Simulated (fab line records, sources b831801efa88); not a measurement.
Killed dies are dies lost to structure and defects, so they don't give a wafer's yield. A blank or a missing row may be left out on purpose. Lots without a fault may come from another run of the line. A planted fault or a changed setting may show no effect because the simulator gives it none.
fab line records | flow sky130
record lots=11 wafers=33 last_day=50
route steps=708 shown CAP2M@603 VIA4@656 METAL5@665 PAD_OPEN@708
lots that met no fault: from a run of the same line without faults
start_h: hours from the record's first day to the start of the lot's first wafer shown | wait_h: hours since the lot's step before | " the same as in the row above | L1.1+2: a row that stands for several wafers | - no value, or no start given | * or withheld: withheld | < > ~ a bound
route shown NAME@n: a module of which the file shows steps, and the number in the route of the first | usual: mean/standard deviation of fault-free wafers | same: alike in all rows | chamber/n: place in a boat | sites: the reading at each site | _std_site: their standard deviation | _edge_site: outer sites' mean less inner sites' | radius_mm: how far each site lies from the wafer's centre | mask NAME#n: copy n | behind: the tool/chamber that last shaped the wafer | hold: why the lot was held/for how many hours/how that ended | device: the transistor (n, p or np) that didn't switch | end of line: the same wafers' tests at the end of the route | a step without rows: its recipe alone | killed: dies lost to structure and defects at the first sort, not the wafer's yield | map: a wafer's dies, x killed, . not, _ none there
set.NAME: the setting as run; set.NAME@STEP: as run at that earlier step | model.NAME: the simulator's own value behind a step, which no gauge read
steps of the route over a sample of lots; a table a step, a row a wafer
services: from which hour (start_h, from the record's first day; less than 0 if before it) a tool's chamber was out of use, for how many hours, and why
## steps
# step SKY_CAP2M_CVD_00
# recipe material=SiO2 target_thk_nm=15.5 temp_c=400 time_s=withheld rf_w=450
# usual heater_power_w=698/66 susceptor_temp_C=399.96/0.23
# columns lot.wafer tool chamber start_h wait_h heater_power_w susceptor_temp_C
L149.1 pecvd-01 2 939.13 0.0 654 400.39
L149.2 " 1 " " 855 399.81
L149.6 " 1 " " 845 399.99
L150.1 pecvd-01 2 947.36 0.0 710 400.06
L150.3 " 1 " " 717 399.60
L150.5 " 1 " " 743 399.84
L153.1 pecvd-03 0 975.25 0.0 678 399.98
L153.3 " 0 " " 682 399.73
L153.5 " 2 " " 758 399.99
L155.1 pecvd-03 2 994.34 0.0 650 400.48
L155.4 " 2 " " 681 400.47
L155.6 " 0 " " 681 400.34
L157.2 pecvd-01 2 1010.91 0.0 751 399.85
L157.4 " 0 " " 701 399.56
L157.6 " 2 " " 739 399.72
L159.2 pecvd-03 1 1020.31 0.0 568 399.91
L159.4 " 2 " " 590 400.05
L159.5 " 0 " " 719 399.64
L160.1 pecvd-02 0 1020.77 0.0 675 400.43
L160.4 " 1 " " 777 400.40
L160.6 " 2 " " 562 399.94
L161.1 pecvd-03 2 1022.61 0.0 632 399.68
L161.5 " 2 " " 632 399.78
L161.6 " 1 " " 675 400.21
L170.2 pecvd-03 1 1076.08 0.0 578 400.18
L170.4 " 0 " " 724 400.11
L170.5 " 2 " " 739 400.02
L171.1 pecvd-03 2 1079.18 0.0 716 399.72
L171.3 " 1 " " 659 399.71
L171.6 " 0 " " 669 400.02
L169.1 pecvd-02 2 1084.14 0.0 679 399.68
L169.4 " 2 " " 689 400.06
L169.6 " 1 " " 689 399.94
# step SKY_VIA4_SPUTTER_17
# recipe material=TiN target_thk_nm=20 chamber_pressure_pa=5 power_w=4000 time_s=80
# usual throttle_valve_pct=29.9/1.1
# columns lot.wafer tool chamber start_h wait_h throttle_valve_pct
L149.1 pvd_sputter-03 - 1012.96 0.0 31.3
L149.2 " - " " 31.6
L149.6 " - " " 28.9
L150.1 pvd_sputter-03 - 1020.91 0.0 31.5
L150.3 " - " " 31.5
L150.5 " - " " 29.0
L153.1 pvd_sputter-01 - 1047.79 0.0 30.1
L153.3 " - " " 29.1
L153.5 " - " " 30.2
L155.1 pvd_sputter-04 - 1064.40 0.0 30.5
L155.4 " - " " 30.0
L155.6 " - " " 28.0
L157.2 pvd_sputter-03 - 1080.07 0.0 31.3
L157.4 " - " " 31.8
L157.6 " - " " 31.2
L159.2 pvd_sputter-01 - 1088.00 0.0 31.6
L159.4 " - " " 29.8
L159.5 " - " " 29.9
L160.1 pvd_sputter-04 - 1088.91 0.0 29.7
L160.4 " - " " 28.0
L160.6 " - " " 28.3
L161.1 pvd_sputter-04 - 1091.71 0.0 27.9
L161.5 " - " " 30.6
L161.6 " - " " 29.9
L170.2 pvd_sputter-01 - 1139.81 0.0 30.0
L170.4 " - " " 30.2
L170.5 " - " " 30.4
L171.1 pvd_sputter-03 - 1141.76 0.0 31.8
L171.3 " - " " 31.5
L171.6 " - " " 31.3
L169.1 pvd_sputter-01 - 1145.22 0.0 29.1
L169.4 " - " " 30.0
L169.6 " - " " 29.1
# step SKY_VIA4_CVD_18
# recipe material=W target_thk_nm=505 time_s=152.14 temp_c=400 pressure_torr=40
# usual heater_power_w=834/74 susceptor_temp_C=400.01/0.22
# columns lot.wafer tool chamber start_h wait_h heater_power_w susceptor_temp_C
L149.1 cvd_w-01 0 1013.02 0.0 725 400.06
L149.2 " 1 " " 913 400.23
L149.6 " 1 " " 903 400.32
L150.1 cvd_w-02 0 1020.97 0.0 901 399.88
L150.3 " 1 " " 799 400.28
L150.5 " 0 " " 893 400.16
L153.1 cvd_w-01 1 1047.85 0.0 900 400.09
L153.3 " 1 " " 898 399.73
L153.5 " 0 " " 722 400.18
L155.1 cvd_w-01 1 1064.46 0.0 885 400.25
L155.4 " 1 " " 875 400.17
L155.6 " 1 " " 887 400.24
L157.2 cvd_w-02 1 1080.13 0.0 808 399.95
L157.4 " 0 " " 885 400.00
L157.6 " 0 " " 904 400.01
L159.2 cvd_w-01 1 1088.07 0.0 827 387.74
L159.4 " 1 " " 837 387.46
L159.5 " 0 " " 666 387.95
L160.1 cvd_w-01 1 1088.97 0.0 815 387.93
L160.4 " 1 " " 843 387.86
L160.6 " 1 " " 839 387.64
L161.1 cvd_w-01 0 1091.77 0.0 681 387.69
L161.5 " 0 " " 683 387.60
L161.6 " 1 " " 833 387.75
L170.2 cvd_w-02 1 1139.87 0.0 814 400.23
L170.4 " 1 " " 806 400.12
L170.5 " 1 " " 830 400.23
L171.1 cvd_w-02 0 1141.82 0.0 909 399.96
L171.3 " 0 " " 891 399.30
L171.6 " 0 " " 885 399.73
L169.1 cvd_w-02 1 1145.28 0.0 821 399.99
L169.4 " 1 " " 814 400.09
L169.6 " 1 " " 843 400.08
# step SKY_VIA4_RS_MEAS_19
# recipe thk_meas_gauge=four-point-probe reads=W_of_VIA4_CVD_18+TiN_of_VIA4_SPUTTER_17
# usual VIA4_W_RS=0.2265/0.0027
# columns lot.wafer tool chamber start_h wait_h VIA4_W_RS[ohm/sq]
L149.1 film_metro-02 - 1013.17 0.1 0.2235
L149.2 " - " " 0.2266
L149.6 " - " " 0.2278
L150.1 film_metro-03 - 1021.12 0.1 0.2224
L150.3 " - " " 0.2249
L150.5 " - " " 0.2244
L153.1 film_metro-01 - 1048.00 0.1 0.2316
L153.3 " - " " 0.2302
L153.5 " - " " 0.2286
L155.1 film_metro-03 - 1064.76 0.3 0.2299
L155.4 " - " " 0.2283
L155.6 " - " " 0.2280
L157.2 film_metro-02 - 1080.31 0.1 0.2232
L157.4 " - " " 0.2222
L157.6 " - " " 0.2268
L159.2 film_metro-02 - 1088.24 0.1 0.2849
L159.4 " - " " 0.2930
L159.5 " - " " 0.2843
L160.1 film_metro-02 - 1089.13 0.1 0.2887
L160.4 " - " " 0.2915
L160.6 " - " " 0.2887
L161.1 film_metro-01 - 1091.92 0.1 0.2766
L161.5 " - " " 0.2827
L161.6 " - " " 0.2849
L170.2 film_metro-02 - 1140.05 0.1 0.2258
L170.4 " - " " 0.2234
L170.5 " - " " 0.2249
L171.1 film_metro-03 - 1141.97 0.1 0.2231
L171.3 " - " " 0.2222
L171.6 " - " " 0.2207
L169.1 film_metro-02 - 1145.44 0.1 0.2235
L169.4 " - " " 0.2244
L169.6 " - " " 0.2212
# step SKY_VIA4_THK_MEAS_20
# recipe thk_meas_gauge=xrf reads=W_of_VIA4_CVD_18
# usual VIA4_W_THK=495/7.6
# columns lot.wafer tool chamber start_h wait_h VIA4_W_THK[nm]
L149.1 film_metro-02 - 1013.29 0.1 500
L149.2 " - " " 492
L149.6 " - " " 489
L150.1 film_metro-03 - 1021.24 0.1 501
L150.3 " - " " 495
L150.5 " - " " 495
L153.1 film_metro-01 - 1048.12 0.1 494
L153.3 " - " " 495
L153.5 " - " " 501
L155.1 film_metro-03 - 1064.88 0.1 481
L155.4 " - " " 482
L155.6 " - " " 486
L157.2 film_metro-02 - 1080.42 0.1 506
L157.4 " - " " 504
L157.6 " - " " 496
L159.2 film_metro-02 - 1088.35 0.1 397
L159.4 " - " " 386
L159.5 " - " " 398
L160.1 film_metro-02 - 1089.25 0.1 393
L160.4 " - " " 388
L160.6 " - " " 393
L161.1 film_metro-01 - 1092.04 0.1 411
L161.5 " - " " 400
L161.6 " - " " 398
L170.2 film_metro-02 - 1140.16 0.1 491
L170.4 " - " " 499
L170.5 " - " " 496
L171.1 film_metro-03 - 1142.09 0.1 494
L171.3 " - " " 494
L171.6 " - " " 503
L169.1 film_metro-02 - 1145.56 0.1 500
L169.4 " - " " 500
L169.6 " - " " 503
# step SKY_VIA4_CMP_21
# recipe stop_on=SiO2 t_overpolish_s=25 down_force_psi=3.5 platen_rpm=60 target_thk_nm=0 pad_velocity_m_s=0.94248
# usual motor_current_A=10.1/0.86 time_to_endpoint_s=125/5.1
# columns lot.wafer tool chamber start_h wait_h motor_current_A time_to_endpoint_s
L149.2 cmp-01 3 1013.35 0.0 10.6 124
L149.1 " 1 " " 10.5 126
L149.6 " 3 " " 10.3 122
L150.3 cmp-02 0 1021.30 0.0 9.4 130
L150.1 " 3 " " 10.0 126
L150.5 " 0 " " 8.6 132
L153.1 cmp-02 1 1048.28 0.1 11.6 128
L153.3 " 2 " " 10.1 119
L153.5 " 3 " " 10.0 126
L155.4 cmp-02 2 1065.04 0.1 10.2 114
L155.1 " 3 " " 10.2 116
L155.6 " 0 " " 8.1 122
L157.4 cmp-01 1 1080.57 0.1 10.9 130
L157.2 " 2 " " 9.8 124
L157.6 " 3 " " 10.2 125
L159.2 cmp-02 0 1088.53 0.2 9.4 105
L159.4 " 1 " " 11.0 100
L159.5 " 3 " " 10.9 101
L160.1 cmp-02 2 1089.31 0.1 9.9 95
L160.4 " 1 " " 11.3 99
L160.6 " 2 " " 10.1 96
L161.1 cmp-02 3 1092.20 0.1 10.5 101
L161.5 " 1 " " 11.9 101
L161.6 " 2 " " 10.3 93
L170.4 cmp-01 0 1140.34 0.2 8.6 116
L170.2 " 2 " " 9.5 120
L170.5 " 3 " " 10.6 123
L171.3 cmp-02 2 1142.20 0.1 10.2 125
L171.1 " 3 " " 10.6 131
L171.6 " 1 " " 11.6 138
L169.4 cmp-01 2 1145.67 0.1 9.7 118
L169.1 " 0 " " 9.1 117
L169.6 " 2 " " 10.0 122
# step SKY_METAL5_SPUTTER_04
# recipe material=TiN target_thk_nm=70 power_w=6500 time_s=58.3 chamber_pressure_pa=0.4
# usual throttle_valve_pct=30.5/0.85
# columns lot.wafer tool chamber start_h wait_h throttle_valve_pct
L149.1 pvd_sputter-03 - 1013.77 0.0 31.7
L149.2 " - " " 31.4
L149.6 " - " " 31.0
L150.1 pvd_sputter-01 - 1021.72 0.0 30.3
L150.3 " - " " 29.0
L150.5 " - " " 31.8
L153.1 pvd_sputter-02 - 1048.60 0.0 30.4
L153.3 " - " " 31.5
L153.5 " - " " 30.6
L155.1 pvd_sputter-01 - 1065.36 0.0 30.4
L155.4 " - " " 29.3
L155.6 " - " " 30.3
L157.2 pvd_sputter-02 - 1080.88 0.0 30.2
L157.4 " - " " 29.6
L157.6 " - " " 30.4
L159.2 pvd_sputter-01 - 1088.90 0.0 30.3
L159.4 " - " " 29.1
L159.5 " - " " 30.0
L160.1 pvd_sputter-03 - 1089.73 0.0 31.2
L160.4 " - " " 29.1
L160.6 " - " " 31.9
L161.1 pvd_sputter-02 - 1092.52 0.0 29.9
L161.5 " - " " 30.1
L161.6 " - " " 30.5
L170.2 pvd_sputter-03 - 1140.71 0.0 32.0
L170.4 " - " " 29.4
L170.5 " - " " 31.7
L171.1 pvd_sputter-02 - 1142.57 0.0 29.9
L171.3 " - " " 30.7
L171.6 " - " " 30.4
L169.1 pvd_sputter-02 - 1146.03 0.0 31.3
L169.4 " - " " 30.5
L169.6 " - " " 30.7
# step SKY_PAD_OPEN_PROBE_99
# usual killed_at_M0_to_M3=43/6.3 killed_at_M4_up=3.0/1.6 killed_at_contacts=25/5 killed_at_front_end=15/4.4 killed_at_other=0.3/0.8 killed_dies=85/8.7 killed_open=47/6.9 killed_short=38/6.3
# same gross_dies=492 killed_at_back_side=0
# columns lot.wafer tool chamber start_h wait_h killed_at_M0_to_M3 killed_at_M4_up killed_at_contacts killed_at_front_end killed_at_other killed_dies killed_open killed_short
L149.1 prober-02 - 1083.54 0.1 45 3 34 20 0 102 54 48
L149.2 prober-02 - 1083.59 0.1 46 5 24 17 0 92 45 47
L149.6 prober-02 - 1083.79 0.2 40 3 19 16 0 78 32 46
L150.1 prober-01 - 1090.81 0.1 37 3 33 12 0 85 46 39
L150.3 prober-01 - 1090.91 0.2 41 3 23 12 0 79 41 38
L150.5 prober-01 - 1091.01 0.2 45 5 17 12 0 79 46 33
L155.1 prober-01 - 1129.24 0.1 34 0 31 17 1 83 36 47
L155.4 prober-01 - 1129.39 0.2 44 3 24 14 1 86 47 31
L155.6 prober-01 - 1129.49 0.2 48 1 29 18 0 96 57 37
L157.2 prober-01 - 1143.69 0.1 30 2 27 17 0 76 36 40
L157.4 prober-01 - 1143.79 0.2 52 3 32 10 1 98 57 41
L157.6 prober-01 - 1143.89 0.2 35 4 25 16 1 81 43 38
L159.2 prober-02 - 1152.64 0.1 36 4 21 18 0 79 43 34
L159.4 prober-02 - 1152.74 0.2 48 1 22 14 0 85 45 40
L159.5 prober-02 - 1152.79 0.2 41 4 16 18 0 79 44 35
L160.1 prober-01 - 1153.37 0.1 104 5 12 13 0 134 30 40
L160.4 prober-01 - 1153.52 0.2 103 3 23 17 1 147 50 33
L160.6 prober-01 - 1153.62 0.2 90 0 16 17 0 123 39 27
L161.1 prober-02 - 1154.09 0.1 102 4 17 13 0 136 40 42
L161.5 prober-02 - 1154.29 0.2 90 0 24 13 0 127 41 35
L161.6 prober-02 - 1154.34 0.2 108 1 19 16 0 144 47 34
L170.2 prober-02 - 1195.82 0.1 36 4 24 9 0 73 36 37
L170.4 prober-02 - 1195.92 0.2 42 2 29 12 0 85 47 38
L170.5 prober-02 - 1195.97 0.2 46 5 21 10 0 82 42 40
# killed by level:class
L149.1 VIA1:geometric_particle:open=12 LI_CONTACT:geometric_particle:open=10 CONTACT:geometric_particle:open=9 METAL1:geometric_particle:short=7 CONTACT:geometric_particle:short=6 FIELD_ISO:geometric_particle:short=5 FIELD_ISO:geometric_particle:open=5 METAL2:geometric_particle:short=5
L149.2 VIA1:geometric_particle:open=12 LI_CONTACT:geometric_particle:open=8 CONTACT:geometric_particle:short=8 VIA2:geometric_particle:open=7 METAL1:geometric_particle:short=6 METAL2:geometric_particle:short=5 FIELD_ISO:geometric_particle:short=4 POLY_GATE:geometric_particle:open=4
L149.6 VIA1:geometric_particle:short=9 POLY_GATE:geometric_particle:short=7 CONTACT:geometric_particle:open=7 FIELD_ISO:geometric_particle:open=6 VIA2:geometric_particle:open=6 VIA2:geometric_particle:short=6 VIA1:geometric_particle:open=5 LI_CONTACT:geometric_particle:short=4
L150.1 LI_CONTACT:geometric_particle:open=12 CONTACT:geometric_particle:short=10 VIA1:geometric_particle:open=7 CONTACT:geometric_particle:open=6 VIA2:geometric_particle:open=6 VIA3:geometric_particle:open=6 METAL2:geometric_particle:short=4 VIA3:geometric_particle:short=4
L150.3 VIA1:geometric_particle:open=12 CONTACT:geometric_particle:open=7 METAL2:geometric_particle:short=6 POLY_GATE:geometric_particle:short=5 LI_CONTACT:geometric_particle:open=5 VIA2:geometric_particle:open=5 POLY_GATE:geometric_particle:open=4 LOCAL_INTERCONNECT:geometric_particle:short=4
L150.5 VIA1:geometric_particle:open=13 POLY_GATE:geometric_particle:short=8 VIA3:geometric_particle:open=7 CONTACT:geometric_particle:short=6 LI_CONTACT:geometric_particle:open=5 CONTACT:geometric_particle:open=5 VIA2:geometric_particle:open=5 VIA1:geometric_particle:short=5
L155.1 CONTACT:geometric_particle:open=8 LI_CONTACT:geometric_particle:open=7 LOCAL_INTERCONNECT:geometric_particle:short=7 FIELD_ISO:geometric_particle:short=6 VIA1:geometric_particle:short=6 METAL1:geometric_particle:short=6 VIA1:geometric_particle:open=6 LI_CONTACT:geometric_particle:short=5
L155.4 VIA1:geometric_particle:open=14 LI_CONTACT:geometric_particle:open=9 VIA1:area_etch=8 CONTACT:geometric_particle:short=6 METAL1:geometric_particle:short=6 FIELD_ISO:geometric_particle:open=5 VIA3:geometric_particle:open=5 CONTACT:geometric_particle:open=5
L155.6 CONTACT:geometric_particle:open=11 LI_CONTACT:geometric_particle:open=8 METAL1:geometric_particle:short=8 VIA2:geometric_particle:open=8 VIA1:geometric_particle:open=7 VIA3:geometric_particle:open=7 FIELD_ISO:geometric_particle:open=6 LOCAL_INTERCONNECT:geometric_particle:short=4
L157.2 LI_CONTACT:geometric_particle:open=7 POLY_GATE:geometric_particle:open=5 METAL1:geometric_particle:short=5 CONTACT:geometric_particle:short=5 CONTACT:geometric_particle:open=5 VIA3:geometric_particle:open=5 METAL2:geometric_particle:short=5 LI_CONTACT:geometric_particle:short=4
L157.4 VIA1:geometric_particle:open=19 CONTACT:geometric_particle:open=10 VIA3:geometric_particle:open=9 LOCAL_INTERCONNECT:geometric_particle:short=8 LI_CONTACT:geometric_particle:open=7 CONTACT:geometric_particle:short=6 VIA1:geometric_particle:short=6 VIA3:geometric_particle:short=5
L157.6 CONTACT:geometric_particle:open=11 VIA1:geometric_particle:open=11 CONTACT:geometric_particle:short=6 VIA2:geometric_particle:open=5 VIA3:geometric_particle:open=5 FIELD_ISO:geometric_particle:short=4 LI_CONTACT:geometric_particle:open=4 METAL4:geometric_particle:short=4
L159.2 VIA1:geometric_particle:open=15 LI_CONTACT:geometric_particle:open=7 FIELD_ISO:geometric_particle:short=6 POLY_GATE:geometric_particle:open=6 VIA2:geometric_particle:open=6 LOCAL_INTERCONNECT:geometric_particle:short=5 CONTACT:geometric_particle:open=4 POLY_GATE:geometric_particle:short=4
L159.4 VIA1:geometric_particle:open=9 LI_CONTACT:geometric_particle:open=8 METAL2:geometric_particle:short=7 METAL1:geometric_particle:short=6 VIA3:geometric_particle:open=6 POLY_GATE:geometric_particle:open=5 CONTACT:geometric_particle:open=5 VIA2:geometric_particle:open=5
L159.5 VIA1:geometric_particle:open=11 CONTACT:geometric_particle:open=7 METAL1:geometric_particle:short=6 LI_CONTACT:geometric_particle:open=5 VIA2:geometric_particle:open=5 FIELD_ISO:geometric_particle:short=4 VIA3:geometric_particle:open=4 METAL3:geometric_particle:short=4
L160.1 VIA3:unspecified=64 VIA2:geometric_particle:open=7 VIA1:geometric_particle:open=6 METAL1:geometric_particle:short=5 VIA3:geometric_particle:open=5 FIELD_ISO:geometric_particle:short=4 LOCAL_INTERCONNECT:geometric_particle:short=4 METAL2:geometric_particle:short=4
L160.4 VIA3:unspecified=64 VIA3:geometric_particle:open=10 CONTACT:geometric_particle:open=9 VIA1:geometric_particle:open=9 FIELD_ISO:geometric_particle:short=5 VIA2:geometric_particle:open=5 LI_CONTACT:geometric_particle:open=4 FIELD_ISO:geometric_particle:open=4
L160.6 VIA3:unspecified=57 VIA1:geometric_particle:open=10 FIELD_ISO:geometric_particle:open=7 METAL2:geometric_particle:short=7 CONTACT:geometric_particle:open=5 CONTACT:geometric_particle:short=5 VIA2:geometric_particle:open=5 LI_CONTACT:geometric_particle:open=4
L161.1 VIA3:unspecified=54 VIA1:geometric_particle:open=10 METAL1:geometric_particle:short=9 CONTACT:geometric_particle:open=6 VIA3:geometric_particle:short=5 LI_CONTACT:geometric_particle:open=4 VIA3:geometric_particle:open=4 VIA1:geometric_particle:short=4
L161.5 VIA3:unspecified=51 VIA1:geometric_particle:open=11 CONTACT:geometric_particle:open=7 LOCAL_INTERCONNECT:geometric_particle:short=6 POLY_GATE:geometric_particle:open=5 METAL1:geometric_particle:short=4 LI_CONTACT:geometric_particle:open=4 CONTACT:geometric_particle:short=4
L161.6 VIA3:unspecified=63 VIA2:geometric_particle:open=13 CONTACT:geometric_particle:open=9 VIA1:geometric_particle:open=9 VIA1:geometric_particle:short=8 FIELD_ISO:geometric_particle:short=6 CONTACT:geometric_particle:short=5 FIELD_ISO:geometric_particle:open=4
L170.2 CONTACT:geometric_particle:open=14 VIA1:geometric_particle:open=7 METAL2:geometric_particle:short=6 CONTACT:geometric_particle:short=5 FIELD_ISO:geometric_particle:short=4 METAL1:geometric_particle:short=4 VIA2:geometric_particle:open=4 LI_CONTACT:geometric_particle:open=3
L170.4 CONTACT:geometric_particle:open=16 VIA1:geometric_particle:open=11 CONTACT:geometric_particle:short=6 METAL1:geometric_particle:short=6 VIA1:geometric_particle:short=5 VIA2:geometric_particle:open=4 VIA3:geometric_particle:short=4 VIA3:geometric_particle:open=4
L170.5 VIA1:geometric_particle:open=15 LI_CONTACT:geometric_particle:open=6 CONTACT:geometric_particle:open=6 METAL1:geometric_particle:short=5 VIA3:geometric_particle:open=5 VIA1:geometric_particle:short=5 VIA3:geometric_particle:short=5 LOCAL_INTERCONNECT:geometric_particle:short=4
## services
# columns tool chamber start_h hours kind
cvd_w-02 - 918.00 2.8 pm
pvd_sputter-01 - 920.85 1.1 repair
cmp-01 - 928.88 8.1 pm
pvd_sputter-02 - 942.61 2.5 repair
cvd_w-02 0 945.88 14.0 repair
pecvd-03 - 945.97 1.9 repair
pecvd-03 2 948.07 10.5 repair
cmp-02 - 951.15 3.5 pm
cmp-02 - 957.42 3.9 repair
cvd_w-01 - 966.35 0.6 repair
pvd_sputter-01 - 967.00 1.4 repair
cvd_w-02 0 967.15 2.7 repair
cmp-02 - 983.37 6.4 pm
cvd_w-02 1 999.23 5.0 repair
cmp-02 - 1005.42 0.3 repair
cmp-01 - 1052.46 0.7 repair
cvd_w-01 - 1054.02 1.3 repair
cmp-01 - 1059.06 1.4 repair
cmp-01 - 1059.37 2.1 repair
cvd_w-01 0 1062.37 4.0 repair
cmp-02 - 1076.81 7.2 repair
cmp-02 - 1084.48 4.0 pm
pecvd-03 - 1091.12 14.8 repair
pecvd-03 - 1112.27 5.5 pm
## key
first_sign step=SKY_VIA4_CVD_18 reading=susceptor_temp_C direction=down sigmas=55 usual=* struck=*
effect step=SKY_VIA4_RS_MEAS_19 reading=VIA4_W_RS direction=up sigmas=22 usual=0.2265 struck=0.2862
effect step=SKY_VIA4_THK_MEAS_20 reading=VIA4_W_THK direction=down sigmas=13 usual=495 struck=396
effect step=SKY_VIA4_CMP_21 reading=time_to_endpoint_s direction=down sigmas=5 usual=* struck=*
met_at SKY_VIA4_CVD_18
struck_lots L159,L160,L161
tester_left_out L160,L161
not_acting_at SKY_CAP2M_CVD_00,SKY_VIA4_SPUTTER_17,SKY_METAL5_SPUTTER_04
onset_between 1064.46 1088.07
earlier_fault kind=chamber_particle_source tool=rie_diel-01 chamber=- onset_h=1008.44 steps=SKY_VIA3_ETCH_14 rate_per_visit_cm2=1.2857
earlier_fault kind=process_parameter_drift tool=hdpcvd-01 chamber=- onset_h=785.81 steps=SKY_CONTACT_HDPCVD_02 channel=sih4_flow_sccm offset=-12 shape=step end_h=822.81 acts_in=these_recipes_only stated=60
fault kind=process_parameter_drift tool=cvd_w-01 chamber=- onset_h=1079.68 steps=SKY_VIA4_CVD_18 channel=temp_c offset=* shape=step acts_in=* stated=*
# tester_left_out: of these lots the tester's yield and bins aren't shown, on N5 and GAA mostly nor the transistor test; their killed dies are dies lost to structure and defects alone, not to doping, threshold or leakage, so they don't give the yield
